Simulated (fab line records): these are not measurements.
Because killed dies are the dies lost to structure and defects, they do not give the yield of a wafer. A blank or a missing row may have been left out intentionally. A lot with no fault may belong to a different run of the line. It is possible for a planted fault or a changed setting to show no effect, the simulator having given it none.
Struck lot and sound lot, side by side ; flow gf180mcu ; 14 steps out of a route of 602
Sound: wafers L468.2, L468.3, L468.5. Struck: wafer L471.6 (left out: L471.2, L471.3 of the same lot, which were not struck); the cause appears at the end.
At each step with rows: each side's tool, then ch and its chambers, then its first start. Under that, the readings that differ: sound wafers ; struck wafers ; difference of the means ; sigmas: that difference in standard deviations of wafers without a fault.
alike: same words and numbers on both sides, and readings whose means sit less than 2 such deviations apart. not compared: any withheld reading, any reading some wafer has no value for, any bound like >300 that may hide the same value, and any number with overlapping values for which the record gives no deviation.
Wherever a step has rows on one side only, a row that says differs or no value, or a row with sigmas, the two part there. When numbers do not overlap yet have no deviation, they are printed without sigmas and do not part them. A reading that every wafer of one side lacks parts them only if that side has two wafers or more.

first, 3 steps without rows for these wafers: GF_V4_EXPOSE_11 (exposes mask Via4, target cd 260 nm); GF_V4_PEB_12 (peb time 90 s); GF_V4_DEVELOP_13 (develop time 60 s).
GF_V4_CD_MEAS_14 targets a cd of 260 nm.
  sound on cd_sem-01 at day 27 12:14; struck on cd_sem-01 at day 28 05:23
reading;sound;struck;difference;sigmas
cd_nm (nm);257.0 257.3 258.4;260.5;+2.9;+2
GF_V4_OVL_MEAS_15:
  sound on overlay-01 at day 27 12:20; struck on overlay-02 at day 28 05:29
  alike: V4_OVL
GF_V4_ETCH_16: etches BARC in N2/H2.
  sound on rie_diel-04 ch 0,1,2, day 27 12:22; struck on rie_diel-01 ch 0, day 28 05:31
  alike: chamber_pressure_mTorr, drypump_motor_current_A, oes_product_au, rf_fwd_power_W, throttle_valve_pct
GF_V4_ETCH_17: etches SiO2 in C4F8/O2/Ar, stops on TiN, target depth 630 nm.
  sound: rie_diel-04 ch 0,1,2; struck: rie_diel-01 ch 0
  alike: chamber_pressure_mTorr, oes_product_au, rf_fwd_power_W
GF_V4_STRIP_18: strips in O2/N2.
  sound on plasma_asher-03 ch 0,1, day 27 12:29; struck on plasma_asher-03 ch 0, day 28 05:39
reading;sound;struck;difference;sigmas
oes_product_au (a.u.);0.597 0.595 0.598;0.581;-0.016;-3
  alike: chamber_pressure_mTorr, drypump_motor_current_A, heater_power_w
  not compared: rf_hours_counter_h
then, 2 steps without rows for these wafers: GF_V4_STRIP_19 (strips in post etch residue remover, time 1200 s); GF_V4_CLEAN_20 (cleans in DIW).
GF_V4_SPUTTER_21: material Ti, target thk 15 nm, time 80.02 s.
  sound on pvd_sputter-04 at day 27 13:02; struck on pvd_sputter-02 at day 28 06:19
  alike: throttle_valve_pct
GF_V4_SPUTTER_22: material TiN, target thk 10 nm, time 40 s.
  sound on pvd_sputter-04 at day 27 13:05; struck on pvd_sputter-02 at day 28 06:23
  alike: throttle_valve_pct
GF_V4_CVD_23: deposits W, target thk 350 nm, time 104.9 s.
  sound on cvd_w-02 ch 0,1, day 27 13:08; struck on cvd_w-02 ch 0, day 28 06:25
reading;sound;struck;difference;sigmas
model.W_of_V4_CVD_23.thk_nm (nm);345.4 350.9 344;341.9;-4.9;
  alike: heater_power_w
GF_V4_RS_MEAS_24: measurement is done with a four-point probe.
  sound on film_metro-02 at day 27 13:16; struck on film_metro-03 at day 28 06:34
  alike: V4_W_RS

WHERE THEY PART
At GF_V4_CD_MEAS_14 first; at GF_V4_STRIP_18 last (within this record only). Later steps at which nothing parts them and some readings are alike: GF_V4_SPUTTER_21, GF_V4_SPUTTER_22, GF_V4_CVD_23, GF_V4_RS_MEAS_24.

WHY: whatever the simulator had introduced
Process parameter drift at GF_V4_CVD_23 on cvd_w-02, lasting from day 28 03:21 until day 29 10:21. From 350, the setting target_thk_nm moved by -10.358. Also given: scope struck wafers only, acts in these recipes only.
